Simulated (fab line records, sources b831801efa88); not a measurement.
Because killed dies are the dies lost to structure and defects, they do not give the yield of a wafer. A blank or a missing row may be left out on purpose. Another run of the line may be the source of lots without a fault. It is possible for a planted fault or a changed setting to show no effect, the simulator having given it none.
fab line records | flow sky130
record lots=13 wafers=39 last-day=50
route steps=708 shown DNWELL@43 NWELL@68 VT_ADJUST_HVTP@94 PAD_OPEN@708
lots that met no fault: taken from a fault-free run of the same line
start-h: hours from the record's first day to the start of the lot's first wafer shown | wait-h: hours elapsed since this lot's preceding step | " the same as in the row above | L1.1+2: a row that stands for several wafers | - no value, or no start given | * or withheld: withheld | < > ~ a bound
route shown NAME@n: NAME is a module with steps in the file, n the number in the route of the first one | usual: mean/standard deviation of fault-free wafers | same: alike in all rows | chamber/n: place in a boat | sites: the reading at each site | _std_site: their standard deviation | _edge_site: inner sites' mean taken away from outer sites' mean | radius-mm: how far each site lies from the wafer's centre | mask NAME#n: copy n | behind: the most recent tool/chamber to have shaped the wafer | hold: the reason the lot was held/the length of the hold in hours/how it ended | device: whichever transistor did not switch (one of n, p or np) | end of line: tests run on the same wafers once the route is complete | a step without rows: its recipe alone | killed: not the wafer's yield, but the dies lost to structure and defects at the first sort | map: per-die view of a wafer (x killed, . not killed, _ where there is no die)
set.NAME: the setting the step ran with; set.NAME@STEP: the setting that earlier step ran with | model.NAME: the simulator's own value behind a step, which no gauge read
route steps across a sampled set of lots; one table per step, one row per wafer
services: a tool's chamber out of use, with start hour (start-h, from the record's first day; less than 0 if before it), hours out, and reason
## steps
# step SKY_DNWELL_STRIP_08
# recipe chemistry=O2/N2 power-w=1400 pressure-mtorr=1500 platen-temp-c=withheld o2-flow-sccm=3000 n2-flow-sccm=300 overash-fraction=0.5
# usual drypump-motor-current-A=5.73/0.3 oes-product-au=0.722/0.0044 strip-time-to-endpoint-s=36.91/0.1
# columns lot.wafer tool chamber start-h wait-h drypump-motor-current-A oes-product-au rf-hours-counter-h strip-time-to-endpoint-s
L358.2 plasma-asher-02 1 60.78 0.1 5.71 0.729 24 37.00
L358.4 " 1 " " 5.70 0.722 - 36.95
L358.6 " 1 " " 5.70 0.724 - 36.93
L359.1 plasma-asher-02 0 64.28 0.1 5.37 0.728 24 36.89
L359.4 " 1 " " 5.74 0.726 - 36.89
L359.5 " 0 " " 5.39 0.726 - 36.93
L360.1 plasma-asher-04 0 68.03 0.1 6.10 0.716 40 36.99
L360.2 " 1 " " 5.74 0.723 40 37.06
L360.3 " 1 " " 5.75 0.735 - 36.92
L361.1 plasma-asher-03 0 73.31 0.1 5.22 0.722 40 37.06
L361.3 " 1 " " 5.91 0.724 - 37.03
L361.4 " 0 " " 5.18 0.722 - 36.95
L363.1 plasma-asher-04 0 87.83 0.1 6.10 0.722 42 37.01
L363.3 " 1 " " 5.71 0.722 - 36.96
L363.5 " 1 " " 5.70 0.722 - 36.96
L364.2 plasma-asher-04 0 89.00 0.1 6.08 0.719 42 36.75
L364.3 " 0 " " 6.06 0.722 - 36.97
L364.4 " 1 " " 5.69 0.721 - 36.84
L372.2 plasma-asher-03 1 133.26 0.1 5.92 0.727 46 36.86
L372.3 " 1 " " 5.89 0.718 - 36.72
L372.6 " 0 " " 5.22 0.726 - 36.76
L374.3 plasma-asher-02 0 148.80 0.1 5.38 0.732 - 36.92
L374.5 " 0 " " 5.38 0.720 - 36.94
L374.6 " 1 " " 5.68 0.722 - 36.96
L375.1 plasma-asher-04 1 154.53 0.1 5.72 0.728 3 36.78
L375.2 " 0 " " 6.10 0.720 3 36.73
L375.4 " 1 " " 5.75 0.726 - 36.73
L376.3 plasma-asher-04 0 162.06 0.1 6.10 0.721 - 36.92
L376.5 " 0 " " 6.07 0.718 - 36.92
L376.6 " 1 " " 5.71 0.722 - 37.00
L377.1 plasma-asher-04 0 167.68 0.1 6.10 0.713 4 36.82
L377.5 " 1 " " 5.70 0.729 - 36.86
L377.6 " 0 " " 6.10 0.728 - 36.69
L378.1 plasma-asher-03 0 167.85 0.1 5.19 0.722 50 36.70
L378.2 " 1 " " 5.91 0.724 50 36.71
L378.3 " 0 " " 5.20 0.716 - 36.66
L380.2 plasma-asher-04 0 181.28 0.1 6.12 0.735 6 37.00
L380.4 " 0 " " 6.07 0.719 - 36.86
L380.6 " 0 " " 6.10 0.717 - 37.00
# step SKY_NWELL_TW_MEAS_15
# usual NWELL_TW=1814/19
# columns lot.wafer tool chamber start-h wait-h NWELL_TW
L358.2 film-metro-01 - 95.63 0.1 1798
L358.4 " - " " 1799
L358.6 " - " " 1804
L359.1 film-metro-02 - 100.37 0.1 1831
L359.4 " - " " 1827
L359.5 " - " " 1832
L360.1 film-metro-01 - 103.37 0.1 1811
L360.2 " - " " 1811
L360.3 " - " " 1798
L361.1 film-metro-02 - 109.67 0.1 1832
L361.3 " - " " 1831
L361.4 " - " " 1821
L363.1 film-metro-02 - 125.02 0.1 1827
L363.3 " - " " 1839
L363.5 " - " " 1818
L364.2 film-metro-01 - 126.38 0.1 1806
L364.3 " - " " 1803
L364.4 " - " " 1805
L372.2 film-metro-01 - 171.88 0.1 1827
L372.3 " - " " 1823
L372.6 " - " " 1828
L374.3 film-metro-01 - 189.89 0.1 1821
L374.5 " - " " 1830
L374.6 " - " " 1817
L375.1 film-metro-01 - 196.02 0.1 1813
L375.2 " - " " 1809
L375.4 " - " " 1812
L376.3 film-metro-01 - 204.72 0.1 1821
L376.5 " - " " 1823
L376.6 " - " " 1809
L377.1 film-metro-04 - 208.32 0.1 1787
L377.5 " - " " 1778
L377.6 " - " " 1783
L378.1 film-metro-04 - 208.71 0.1 1791
L378.2 " - " " 1789
L378.3 " - " " 1786
L380.2 film-metro-02 - 223.61 0.1 1827
L380.4 " - " " 1834
L380.6 " - " " 1823
# step SKY_NWELL_RTA_28
# recipe temp-c=1050 time-s=30 idle-temp-c=650 ramp-up-c-per-s=150 ramp-down-c-per-s=90 ambient=N2
# usual anneal-temp-c-max=1055.4/2 lamp-power-pct=25.31/0.051 wafer_temp_C_max=1054.8/0.87
# columns lot.wafer tool chamber start-h wait-h anneal-temp-c-max lamp-power-pct wafer_temp_C_max
L358.2 rtp-anneal-02 0 114.08 0.0 1055.2 25.27 1055.9
L358.4 " 0 " " 1056.7 25.27 1055.6
L358.6 " 0 " " 1056.3 25.29 1054.1
L359.1 rtp-anneal-01 0 119.58 0.0 1054.2 25.33 1055.2
L359.4 " 0 " " 1054.7 25.33 1053.7
L359.5 " 0 " " 1054.4 25.29 1054.4
L360.1 rtp-anneal-01 0 122.11 0.0 1054.3 25.33 1054.0
L360.2 " 0 " " 1053.9 25.33 1053.2
L360.3 " 0 " " 1053.7 25.36 1054.5
L361.1 rtp-anneal-01 0 128.28 0.0 1053.0 25.36 1055.9
L361.3 " 0 " " 1053.3 25.26 1055.4
L361.4 " 0 " " 1053.2 25.27 1057.3
L363.1 rtp-anneal-02 0 143.26 0.0 1055.8 25.39 1055.2
L363.3 " 0 " " 1057.4 25.35 1055.7
L363.5 " 0 " " 1057.5 25.35 1056.1
L364.2 rtp-anneal-01 0 145.23 0.0 1053.4 25.29 1055.3
L364.3 " 0 " " 1052.7 25.25 1055.8
L364.4 " 0 " " 1053.6 25.25 1055.0
L372.2 rtp-anneal-02 0 191.94 0.0 1056.9 25.34 1054.5
L372.3 " 0 " " 1057.6 25.25 1055.8
L372.6 " 0 " " 1059.6 25.32 1057.0
L374.3 rtp-anneal-02 0 210.81 0.0 1056.3 25.32 1054.7
L374.5 " 0 " " 1057.7 25.29 1056.1
L374.6 " 0 " " 1058.8 25.34 1055.0
L375.1 rtp-anneal-01 0 216.56 0.0 1053.9 25.23 1055.2
L375.2 " 0 " " 1054.0 25.31 1055.1
L375.4 " 0 " " 1052.8 25.36 1054.1
L376.3 rtp-anneal-02 0 227.01 0.0 1056.0 25.33 1055.0
L376.5 " 0 " " 1058.2 25.22 1055.0
L376.6 " 0 " " 1056.0 25.28 1056.8
L377.1 rtp-anneal-02 0 231.02 0.0 1056.4 25.23 1053.9
L377.5 " 0 " " 1055.1 25.39 1054.5
L377.6 " 0 " " 1057.5 25.24 1054.0
L378.1 rtp-anneal-01 0 231.37 0.0 1054.0 25.34 1054.2
L378.2 " 0 " " 1053.3 25.27 1054.7
L378.3 " 0 " " 1053.9 25.25 1053.0
L380.2 rtp-anneal-01 0 246.83 0.0 1054.4 25.28 1054.5
L380.4 " 0 " " 1053.8 25.36 1055.1
L380.6 " 0 " " 1054.5 25.26 1055.1
# step SKY_VT_ADJUST_HVTP_IMPLANT_09
# recipe species=As energy-kev=150 dose-cm2=4.3e+12 tilt-deg=withheld
# usual beam-energy-keV=149.99/0.054 end-station-pressure-torr=5.02e-06/2.5e-07
# columns lot.wafer tool chamber start-h wait-h beam-energy-keV end-station-pressure-torr
L358.2 implanter-01 0 132.95 0.0 150.00 4.94e-06
L358.4 " 0 " " 150.09 4.91e-06
L358.6 " 0 " " 150.00 5.03e-06
L359.1 implanter-03 0 138.37 0.0 150.00 4.94e-06
L359.4 " 0 " " 149.97 5.26e-06
L359.5 " 0 " " 150.03 4.24e-06
L360.1 implanter-02 0 140.64 0.0 150.00 5.15e-06
L360.2 " 0 " " 150.02 4.34e-06
L360.3 " 0 " " 150.01 5.21e-06
L361.1 implanter-03 0 146.79 0.0 149.94 5.02e-06
L361.3 " 0 " " 150.06 5.41e-06
L361.4 " 0 " " 150.01 5.1e-06
L363.1 implanter-03 0 163.39 0.0 158.16 5.08e-06
L363.3 " 0 " " 158.16 5.15e-06
L363.5 " 0 " " 158.22 5.34e-06
L364.2 implanter-03 0 165.23 0.0 158.13 5.04e-06
L364.3 " 0 " " 158.16 5.01e-06
L364.4 " 0 " " 158.19 4.85e-06
L372.2 implanter-01 0 213.06 0.0 150.05 4.75e-06
L372.3 " 0 " " 149.96 4.39e-06
L372.6 " 0 " " 149.87 4.81e-06
L374.3 implanter-01 0 233.49 0.1 150.09 5.38e-06
L374.5 " 0 " " 150.05 5.23e-06
L374.6 " 0 " " 150.08 5.1e-06
L375.1 implanter-02 0 239.85 0.0 150.09 5.44e-06
L375.2 " 0 " " 150.06 4.75e-06
L375.4 " 0 " " 150.14 5.15e-06
L376.3 implanter-02 0 250.60 0.1 149.97 4.94e-06
L376.5 " 0 " " 149.92 4.92e-06
L376.6 " 0 " " 149.94 5.02e-06
L377.1 implanter-01 0 254.59 0.0 149.95 4.99e-06
L377.5 " 0 " " 149.95 4.87e-06
L377.6 " 0 " " 149.95 5.03e-06
L378.1 implanter-01 0 255.22 0.0 149.95 5.02e-06
L378.2 " 0 " " 149.97 4.86e-06
L378.3 " 0 " " 149.97 5.12e-06
L380.2 implanter-03 0 271.50 0.0 149.96 4.55e-06
L380.4 " 0 " " 149.98 4.94e-06
L380.6 " 0 " " 150.02 5.22e-06
# step SKY_PAD_OPEN_PROBE_99
# usual killed_at_M0_to_M3=45/6.6 killed_at_M4_up=3.1/1.6 killed-at-contacts=24/5 killed-at-front-end=14/4.4 killed-at-other=0.3/0.58 killed-dies=87/9.2 killed-open=47/6.7 killed-short=40/6.4
# same gross-dies=492 killed-at-back-side=0
# columns lot.wafer tool chamber start-h wait-h killed_at_M0_to_M3 killed_at_M4_up killed-at-contacts killed-at-front-end killed-at-other killed-dies killed-open killed-short
L358.2 prober-02 - 1078.60 0.1 42 1 25 16 0 84 46 38
L358.4 prober-02 - 1078.70 0.2 35 4 27 16 0 82 42 40
L358.6 prober-02 - 1078.80 0.2 44 6 28 18 0 96 48 48
L359.1 prober-01 - 1088.12 0.1 45 0 24 18 1 88 41 47
L359.4 prober-01 - 1088.27 0.2 44 1 26 16 0 87 46 41
L359.5 prober-01 - 1088.32 0.2 38 3 33 16 0 90 44 46
L360.1 prober-02 - 1095.91 0.1 53 2 18 14 0 87 39 48
L360.2 prober-02 - 1095.96 0.1 50 6 28 13 0 97 45 52
L360.3 prober-02 - 1096.01 0.2 35 1 30 11 1 78 46 32
L361.1 prober-01 - 1107.16 0.1 49 4 20 10 0 83 53 30
L361.3 prober-01 - 1107.26 0.2 40 1 24 15 1 81 46 35
L361.4 prober-01 - 1107.31 0.2 56 4 21 14 0 95 58 37
L363.1 prober-01 - 1116.84 0.1 44 6 27 13 0 90 44 46
L363.3 prober-01 - 1116.94 0.2 42 2 31 15 0 90 50 40
L363.5 prober-01 - 1117.04 0.2 43 3 23 9 0 78 47 31
L364.2 prober-02 - 1118.39 0.1 53 2 24 11 0 90 45 45
L364.3 prober-02 - 1118.44 0.2 53 3 15 10 0 81 36 45
L364.4 prober-02 - 1118.49 0.2 53 3 27 11 0 94 39 55
L372.2 prober-02 - 1157.16 0.1 47 2 27 18 1 95 62 33
L372.3 prober-02 - 1157.21 0.2 48 4 23 14 0 89 45 44
L372.6 prober-02 - 1157.36 0.2 41 4 31 23 0 99 50 49
L375.1 prober-02 - 1182.00 0.1 47 4 20 16 1 88 50 38
L375.2 prober-02 - 1182.05 0.1 39 2 20 17 0 78 38 40
L375.4 prober-02 - 1182.15 0.2 57 5 23 13 1 99 57 42
L374.3 prober-01 - 1183.91 0.2 35 4 29 10 3 81 52 29
L374.5 prober-01 - 1184.01 0.2 44 5 17 13 0 79 37 42
L374.6 prober-01 - 1184.06 0.2 39 2 28 9 0 78 44 34
L377.1 prober-02 - 1184.90 0.1 40 3 22 13 0 78 35 43
L377.5 prober-02 - 1185.10 0.2 41 6 21 10 0 78 39 39
L377.6 prober-02 - 1185.15 0.2 50 3 24 8 0 85 43 42
L376.3 prober-01 - 1187.74 0.2 49 4 39 18 1 111 64 47
L376.5 prober-01 - 1187.84 0.2 56 3 31 16 1 107 55 52
L376.6 prober-01 - 1187.89 0.2 55 5 32 14 0 106 59 47
L378.1 prober-02 - 1190.41 0.1 41 1 15 15 0 72 34 38
L378.2 prober-02 - 1190.46 0.1 43 3 26 10 0 82 46 36
L378.3 prober-02 - 1190.51 0.2 41 1 22 13 0 77 41 36
L380.2 prober-02 - 1200.75 0.1 48 3 25 14 0 90 49 41
L380.4 prober-02 - 1200.85 0.2 44 3 26 10 1 84 47 37
L380.6 prober-02 - 1200.95 0.2 50 2 25 5 0 82 35 47
# killed by level:class
L358.2 CONTACT:geometric-particle:open=9 VIA1:geometric-particle:open=9 CONTACT:geometric-particle:short=7 LI_CONTACT:geometric-particle:open=6 FIELD_ISO:geometric-particle:open=5 METAL1:geometric-particle:short=5 METAL2:geometric-particle:short=5 VIA3:geometric-particle:open=4
L358.4 CONTACT:geometric-particle:open=11 CONTACT:geometric-particle:short=7 VIA1:geometric-particle:open=7 POLY_GATE:geometric-particle:open=6 VIA3:geometric-particle:open=5 FIELD_ISO:geometric-particle:short=4 LI_CONTACT:geometric-particle:open=4 METAL1:geometric-particle:short=4
L358.6 CONTACT:geometric-particle:open=12 VIA1:geometric-particle:open=10 METAL1:geometric-particle:short=7 FIELD_ISO:geometric-particle:short=6 LOCAL_INTERCONNECT:geometric-particle:short=6 METAL3:geometric-particle:short=6 POLY_GATE:geometric-particle:short=5 VIA1:geometric-particle:short=5
L359.1 METAL1:geometric-particle:short=9 CONTACT:geometric-particle:open=7 VIA1:geometric-particle:open=7 METAL2:geometric-particle:short=7 POLY_GATE:geometric-particle:short=5 LOCAL_INTERCONNECT:geometric-particle:short=5 CONTACT:geometric-particle:short=5 FIELD_ISO:geometric-particle:open=4
L359.4 CONTACT:geometric-particle:open=8 VIA1:geometric-particle:open=7 CONTACT:geometric-particle:short=7 VIA2:geometric-particle:open=7 VIA3:geometric-particle:open=6 METAL1:geometric-particle:short=6 LI_CONTACT:geometric-particle:open=5 FIELD_ISO:geometric-particle:short=4
L359.5 CONTACT:geometric-particle:open=9 LOCAL_INTERCONNECT:geometric-particle:short=8 CONTACT:geometric-particle:short=8 VIA3:geometric-particle:open=7 LI_CONTACT:geometric-particle:open=7 FIELD_ISO:geometric-particle:open=6 METAL2:geometric-particle:short=6 VIA2:geometric-particle:short=5
L360.1 VIA2:geometric-particle:open=9 METAL1:geometric-particle:short=7 METAL2:geometric-particle:short=7 VIA3:geometric-particle:open=7 CONTACT:geometric-particle:open=6 VIA1:geometric-particle:open=6 POLY_GATE:geometric-particle:short=5 LOCAL_INTERCONNECT:geometric-particle:short=5
L360.2 METAL2:geometric-particle:short=14 VIA1:geometric-particle:open=10 CONTACT:geometric-particle:open=9 VIA2:geometric-particle:open=8 LI_CONTACT:geometric-particle:open=8 FIELD_ISO:geometric-particle:short=5 METAL4:geometric-particle:short=5 LOCAL_INTERCONNECT:geometric-particle:short=4
L360.3 CONTACT:geometric-particle:open=8 VIA1:geometric-particle:open=7 LI_CONTACT:geometric-particle:open=7 CONTACT:geometric-particle:short=7 VIA3:geometric-particle:open=7 VIA2:geometric-particle:open=6 POLY_GATE:geometric-particle:open=4 POLY_GATE:geometric-particle:short=4
L361.1 VIA1:geometric-particle:open=14 VIA2:geometric-particle:open=11 LI_CONTACT:geometric-particle:open=8 VIA1:geometric-particle:short=5 VIA3:geometric-particle:open=5 FIELD_ISO:geometric-particle:open=4 CONTACT:geometric-particle:open=4 METAL2:geometric-particle:short=4
L361.3 VIA1:geometric-particle:open=13 CONTACT:geometric-particle:open=9 VIA3:geometric-particle:open=8 CONTACT:geometric-particle:short=8 POLY_GATE:geometric-particle:short=4 VIA3:geometric-particle:short=4 FIELD_ISO:geometric-particle:short=3 LI_CONTACT:geometric-particle:open=3
L361.4 VIA2:geometric-particle:open=13 VIA1:geometric-particle:open=12 LI_CONTACT:geometric-particle:open=11 VIA3:geometric-particle:open=8 VIA1:geometric-particle:short=7 CONTACT:geometric-particle:open=6 METAL2:geometric-particle:short=6 FIELD_ISO:geometric-particle:short=5
L363.1 VIA1:geometric-particle:open=12 LOCAL_INTERCONNECT:geometric-particle:short=10 LI_CONTACT:geometric-particle:open=7 CONTACT:geometric-particle:open=7 METAL2:geometric-particle:short=7 VIA3:geometric-particle:open=7 METAL4:geometric-particle:short=5 FIELD_ISO:geometric-particle:open=4
L363.3 VIA1:geometric-particle:open=11 LI_CONTACT:geometric-particle:open=9 CONTACT:geometric-particle:open=9 CONTACT:geometric-particle:short=7 VIA2:geometric-particle:open=7 VIA3:geometric-particle:open=7 VIA1:geometric-particle:short=5 METAL2:geometric-particle:short=5
L363.5 VIA1:geometric-particle:open=10 VIA2:geometric-particle:open=9 VIA3:geometric-particle:open=9 CONTACT:geometric-particle:short=7 CONTACT:geometric-particle:open=6 VIA3:geometric-particle:short=5 LI_CONTACT:geometric-particle:open=4 LOCAL_INTERCONNECT:geometric-particle:short=3
L364.2 METAL2:geometric-particle:short=10 VIA1:geometric-particle:open=9 VIA3:geometric-particle:open=8 CONTACT:geometric-particle:open=7 CONTACT:geometric-particle:short=7 VIA2:geometric-particle:open=7 LI_CONTACT:geometric-particle:open=5 LOCAL_INTERCONNECT:geometric-particle:short=4
L364.3 VIA1:geometric-particle:open=10 LOCAL_INTERCONNECT:geometric-particle:short=8 METAL1:geometric-particle:short=7 METAL2:geometric-particle:short=6 VIA2:geometric-particle:open=6 VIA3:geometric-particle:open=5 VIA1:geometric-particle:short=5 FIELD_ISO:geometric-particle:short=4
L364.4 CONTACT:geometric-particle:open=10 VIA1:geometric-particle:open=9 METAL1:geometric-particle:short=9 VIA2:geometric-particle:short=7 METAL2:geometric-particle:short=6 VIA3:geometric-particle:open=6 LI_CONTACT:geometric-particle:short=5 LOCAL_INTERCONNECT:geometric-particle:short=5
L372.2 CONTACT:geometric-particle:open=14 VIA2:geometric-particle:open=9 VIA1:geometric-particle:open=9 VIA3:geometric-particle:open=9 LI_CONTACT:geometric-particle:open=7 FIELD_ISO:geometric-particle:open=5 POLY_GATE:geometric-particle:open=5 METAL1:geometric-particle:short=5
L372.3 VIA2:geometric-particle:open=11 VIA1:geometric-particle:open=11 FIELD_ISO:geometric-particle:short=6 METAL3:geometric-particle:short=6 CONTACT:geometric-particle:open=6 METAL2:geometric-particle:short=6 LOCAL_INTERCONNECT:geometric-particle:short=5 FIELD_ISO:geometric-particle:open=4
L372.6 LI_CONTACT:geometric-particle:open=10 CONTACT:geometric-particle:short=8 FIELD_ISO:geometric-particle:open=7 CONTACT:geometric-particle:open=7 VIA2:geometric-particle:open=5 FIELD_ISO:geometric-particle:short=5 POLY_GATE:geometric-particle:short=5 VIA1:geometric-particle:short=5
L375.1 VIA1:geometric-particle:open=10 LI_CONTACT:geometric-particle:open=8 VIA2:geometric-particle:open=8 CONTACT:geometric-particle:open=7 VIA3:geometric-particle:open=7 POLY_GATE:geometric-particle:open=6 METAL1:geometric-particle:short=6 VIA3:geometric-particle:short=5
L375.2 CONTACT:geometric-particle:open=9 VIA1:geometric-particle:open=6 POLY_GATE:geometric-particle:open=5 METAL1:geometric-particle:short=5 VIA2:geometric-particle:open=5 VIA3:geometric-particle:open=5 FIELD_ISO:geometric-particle:short=4 CONTACT:geometric-particle:short=4
L375.4 VIA1:geometric-particle:open=16 VIA2:geometric-particle:open=11 METAL2:geometric-particle:short=9 CONTACT:geometric-particle:open=8 LI_CONTACT:geometric-particle:open=6 FIELD_ISO:geometric-particle:open=5 VIA3:geometric-particle:open=5 CONTACT:geometric-particle:short=4
L374.3 VIA1:geometric-particle:open=11 LI_CONTACT:geometric-particle:open=11 CONTACT:geometric-particle:open=10 VIA3:geometric-particle:open=6 POLY_GATE:geometric-particle:short=5 VIA2:geometric-particle:open=5 VIA1:geometric-particle:short=4 CONTACT:geometric-particle:short=4
L374.5 VIA3:geometric-particle:open=8 FIELD_ISO:geometric-particle:short=6 LOCAL_INTERCONNECT:geometric-particle:short=6 VIA1:geometric-particle:open=6 LI_CONTACT:geometric-particle:open=5 METAL1:geometric-particle:short=5 VIA1:geometric-particle:short=5 VIA2:geometric-particle:short=5
L374.6 CONTACT:geometric-particle:open=12 VIA1:geometric-particle:open=9 VIA3:geometric-particle:open=7 CONTACT:geometric-particle:short=5 LOCAL_INTERCONNECT:geometric-particle:short=5 VIA1:geometric-particle:short=5 VIA2:geometric-particle:open=4 POLY_GATE:geometric-particle:short=3
L377.1 VIA1:geometric-particle:open=10 METAL2:geometric-particle:short=7 LI_CONTACT:geometric-particle:open=6 VIA3:geometric-particle:short=6 CONTACT:geometric-particle:open=5 LI_CONTACT:geometric-particle:short=4 FIELD_ISO:geometric-particle:short=4 LOCAL_INTERCONNECT:geometric-particle:short=4
L377.5 VIA3:geometric-particle:open=8 CONTACT:geometric-particle:open=7 CONTACT:geometric-particle:short=6 POLY_GATE:geometric-particle:short=5 VIA1:geometric-particle:short=5 METAL3:geometric-particle:short=5 VIA1:geometric-particle:open=5 VIA2:geometric-particle:open=5
L377.6 LI_CONTACT:geometric-particle:open=8 CONTACT:geometric-particle:open=8 METAL2:geometric-particle:short=8 VIA3:geometric-particle:open=7 VIA2:geometric-particle:short=6 METAL1:geometric-particle:short=6 VIA1:geometric-particle:open=6 VIA2:geometric-particle:open=5
L376.3 CONTACT:geometric-particle:open=12 VIA2:geometric-particle:open=12 FIELD_ISO:geometric-particle:open=8 LI_CONTACT:geometric-particle:short=7 CONTACT:geometric-particle:short=7 VIA1:geometric-particle:open=7 VIA3:geometric-particle:open=7 METAL1:geometric-particle:short=6
L376.5 CONTACT:geometric-particle:open=14 VIA1:geometric-particle:open=13 VIA1:geometric-particle:short=8 LI_CONTACT:geometric-particle:open=8 VIA2:geometric-particle:open=8 LOCAL_INTERCONNECT:geometric-particle:short=5 METAL1:geometric-particle:short=5 METAL2:geometric-particle:short=5
L376.6 VIA1:geometric-particle:open=16 CONTACT:geometric-particle:open=12 LI_CONTACT:geometric-particle:open=10 VIA2:geometric-particle:short=7 METAL1:geometric-particle:short=6 FIELD_ISO:geometric-particle:open=5 VIA1:geometric-particle:short=5 VIA2:geometric-particle:open=5
L378.1 CONTACT:geometric-particle:open=7 VIA1:geometric-particle:short=7 VIA1:geometric-particle:open=7 VIA3:geometric-particle:open=6 VIA2:geometric-particle:open=6 METAL1:geometric-particle:short=4 CONTACT:geometric-particle:short=4 VIA2:geometric-particle:short=4
L378.2 CONTACT:geometric-particle:open=10 LI_CONTACT:geometric-particle:open=7 METAL2:geometric-particle:short=7 VIA2:geometric-particle:open=7 VIA3:geometric-particle:open=6 LOCAL_INTERCONNECT:geometric-particle:short=5 VIA1:geometric-particle:open=5 VIA2:geometric-particle:short=5
L378.3 CONTACT:geometric-particle:open=11 METAL1:geometric-particle:short=8 VIA3:geometric-particle:open=8 VIA1:geometric-particle:open=6 CONTACT:geometric-particle:short=5 METAL2:geometric-particle:short=5 FIELD_ISO:geometric-particle:open=4 SPACER:geometric-particle:short=4
L380.2 LI_CONTACT:geometric-particle:open=9 CONTACT:geometric-particle:open=8 VIA1:geometric-particle:open=8 VIA1:geometric-particle:short=7 VIA3:geometric-particle:open=6 METAL1:geometric-particle:short=6 METAL2:geometric-particle:short=6 FIELD_ISO:geometric-particle:open=5
L380.4 CONTACT:geometric-particle:open=11 VIA1:geometric-particle:open=11 VIA1:geometric-particle:short=7 CONTACT:geometric-particle:short=6 VIA2:geometric-particle:open=6 LI_CONTACT:geometric-particle:open=5 METAL1:geometric-particle:short=5 POLY_GATE:geometric-particle:open=4
L380.6 CONTACT:geometric-particle:open=9 VIA1:geometric-particle:short=9 CONTACT:geometric-particle:short=8 METAL1:geometric-particle:short=8 VIA1:geometric-particle:open=8 VIA3:geometric-particle:open=7 METAL2:geometric-particle:short=7 VIA2:geometric-particle:open=4
## services
# columns tool chamber start-h hours kind
implanter-03 - 37.67 6.4 repair
plasma-asher-03 - 40.52 2.0 repair
implanter-01 - 41.86 3.5 repair
plasma-asher-04 - 108.75 9.0 pm
plasma-asher-04 0 108.75 15.6 vent-cycle
plasma-asher-04 1 108.75 15.6 vent-cycle
plasma-asher-04 - 110.18 14.2 repair
plasma-asher-04 0 117.75 - clean
plasma-asher-04 1 117.75 - clean
implanter-01 - 143.30 56.3 repair
plasma-asher-02 - 157.88 2.9 repair
plasma-asher-03 - 207.66 15.6 pm
implanter-01 - 228.37 2.1 repair
implanter-02 - 232.71 3.6 repair
implanter-02 - 241.59 2.6 repair
implanter-01 - 249.40 2.1 repair
implanter-03 - 259.18 1.1 repair
## key
first-sign step=SKY_VT_ADJUST_HVTP_IMPLANT_09 reading=beam-energy-keV direction=up sigmas=99+ usual=* struck=*
effect none on later readings
met-at SKY_VT_ADJUST_HVTP_IMPLANT_09
struck-lots L363,L364
tester-left-out L363,L364
not-acting-at SKY_DNWELL_STRIP_08,SKY_NWELL_TW_MEAS_15,SKY_NWELL_RTA_28
onset-between 146.79 163.39
fault kind=process-parameter-drift tool=implanter-03 chamber=- onset-h=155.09 steps=SKY_VT_ADJUST_HVTP_IMPLANT_09 channel=energy-kev offset=* shape=step end-h=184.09 acts-in=* stated=*
# tester-left-out: of these lots the tester's yield and bins aren't shown, on N5 and GAA mostly nor the transistor test; their killed dies are dies lost to structure and defects alone, not to doping, threshold or leakage, so they don't give the yield
